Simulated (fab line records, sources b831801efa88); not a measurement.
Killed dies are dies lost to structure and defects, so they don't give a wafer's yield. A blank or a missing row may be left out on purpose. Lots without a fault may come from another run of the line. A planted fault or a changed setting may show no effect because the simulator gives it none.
A struck lot beside a sound one | flow sky130 | 17 steps out of a route of 708
Sound: wafers L751.2, L751.4, L751.5. Struck: wafers L749.1, L749.3, L749.5. The cause comes at the end.
At each step with rows: each side's tool, then ch and its chambers, then its first start. Under that, the readings that differ: sound wafers | struck wafers | difference of the means | sigmas: that difference in standard deviations of wafers without a fault.
alike: readings whose means differ by less than 2 such deviations, and words and numbers that are the same on both sides. not compared: withheld readings, readings that some wafer has no value for, bounds like >300 that may hide the same value, and numbers for which the record gives no deviation and whose values overlap.
The two part at a step that has a row with sigmas, a row that says differs or no value, or rows on one side only. Numbers that don't overlap but have no deviation are shown without sigmas and don't part them. A reading that every wafer of one side lacks parts them only if that side has two wafers or more.

SKY_VIA2_CMP_02: polishes SiO2.
  sound on cmp-01 ch 0,1, day 40 10:11; struck on cmp-02 ch 0,3, day 39 21:11
  alike: motor_current_A, slurry_filter_dp_kPa
SKY_VIA2_BOW_MEAS_03:
  sound on film_metro-02, day 40 10:28; struck on film_metro-01, day 39 21:26
  reading       | sound      | struck   | difference | sigmas
  VIA2_BOW (um) | 104 95 102 | 85 84 89 | -14        | -2
then, 8 steps without rows for these wafers: SKY_VIA2_DEHYDRATE_04 (time 60 s); SKY_VIA2_HMDS_05 (prime time 60 s); SKY_VIA2_COAT_06 (resist thk 60 nm); SKY_VIA2_COAT_07 (resist thk 450 nm); SKY_VIA2_SOFTBAKE_08 (time 90 s); SKY_VIA2_EXPOSE_09 (exposes mask VIM2, target cd 200 nm); SKY_VIA2_PEB_10; SKY_VIA2_DEVELOP_11 (develop time 60 s).
SKY_VIA2_CD_MEAS_12: target cd 200 nm.
  sound on cd_sem-01, day 41 10:08; struck on cd_sem-01, day 40 22:13
  alike: cd_nm
SKY_VIA2_OVL_MEAS_13:
  sound on overlay-02, day 41 10:15; struck on overlay-02, day 40 22:20
  alike: VIA2_OVL
SKY_VIA2_ETCH_14: etches BARC in N2/H2, stops on SiO2, time 45.9 s, target depth 60 nm.
  sound on rie_diel-03 ch 0,2,3, day 41 10:17; struck on rie_diel-02 ch 0,1,3, day 40 22:22
  no value came back on the struck wafers for any of 6 readings (bias_w (W), chamber_pressure_mTorr (mTorr) and others); on the sound wafers bias_w (W) reads 99.8 100.1 99.5
  reading                                     | sound             | struck            | difference | sigmas
  model.KrF-thick_of_VIA2_COAT_07.thk_nm (nm) | 393.4 391.5 391.3 | 435.2 435.6 436.3 | +43.6      |
  not compared: rf_hours_counter_h
SKY_VIA2_ETCH_15: etches SiO2 in C4F8/O2/Ar, stops on TiN, target depth 546 nm, time 84 s.
  sound on rie_diel-03 ch 0,2,3, day 41 10:19; struck on rie_diel-02 ch 0,1,3, day 40 22:25
  reading                                     | sound             | struck            | difference | sigmas
  oes_product_au (a.u.)                       | 0.933 0.935 0.934 | 0.373 0.373 0.373 | -0.561     | -99 or more
  model.KrF-thick_of_VIA2_COAT_07.thk_nm (nm) | 284.7 284.3 283.6 | 322.2 325.8 324.9 | +40.1      |
  alike: bias_w, chamber_pressure_mTorr
  not compared: rf_hours_counter_h
SKY_VIA2_STRIP_16: strips in O2/N2.
  sound on plasma_asher-02 ch 0,1, day 41 10:23; struck on plasma_asher-01 ch 0, day 40 22:28
  reading                      | sound             | struck            | difference | sigmas
  oes_product_au (a.u.)        | 0.400 0.393 0.396 | 0.411 0.419 0.404 | +0.015     | +3
  strip_time_to_endpoint_s (s) | 4.068 4.071 4.043 | 4.456 4.498 4.485 | +0.419     | +14
  alike: chamber_pressure_mTorr, drypump_motor_current_A
  not compared: rf_hours_counter_h
then, 1 step without rows for these wafers: SKY_VIA2_STRIP_17 (strips in post etch residue remover, time 1200 s).
-- the record jumps here: 8 days lie between the struck wafers' starts before and after (it left off in module VIA2 and takes up again in module PAD_OPEN, whose first step shown is number 708 of the route) --
SKY_PAD_OPEN_PROBE_99:
  sound on prober-02, day 49 20:07; struck on prober-02, day 49 09:49
  reading                  | sound          | struck         | difference | sigmas
  defect_limited_yield (%) | 83.3 84.6 82.7 | 0 0 0          | -84        | -49
  killed_at_M0_to_M3       | 37 42 42       | 448 464 446    | +412       | +67
  killed_dies              | 82 76 85       | 492 492 492    | +411       | +49
  killed_on_rim            | 16 16 15       | 96 96 96       | +80        | +20
  sort_bin_5_function (%)  | 11.2 9.6 10.8  | 92.3 93.9 93.1 | +82.6      | +64
  sort_n_pass              | 410 416 407    | 0 0 0          | -411       | -49
  sort_yield_pct (%)       | 83.3 84.6 82.7 | 0 0 0          | -84        | -49
  alike: killed_at_M4_up, killed_at_contacts, killed_at_front_end, killed_at_other, killed_open, killed_short, sort_bin_3_pad_short, sort_bin_6_memory

WHERE THEY PART
First at SKY_VIA2_BOW_MEAS_03; last, within this record, at SKY_PAD_OPEN_PROBE_99.

WHY: what the simulator had put in
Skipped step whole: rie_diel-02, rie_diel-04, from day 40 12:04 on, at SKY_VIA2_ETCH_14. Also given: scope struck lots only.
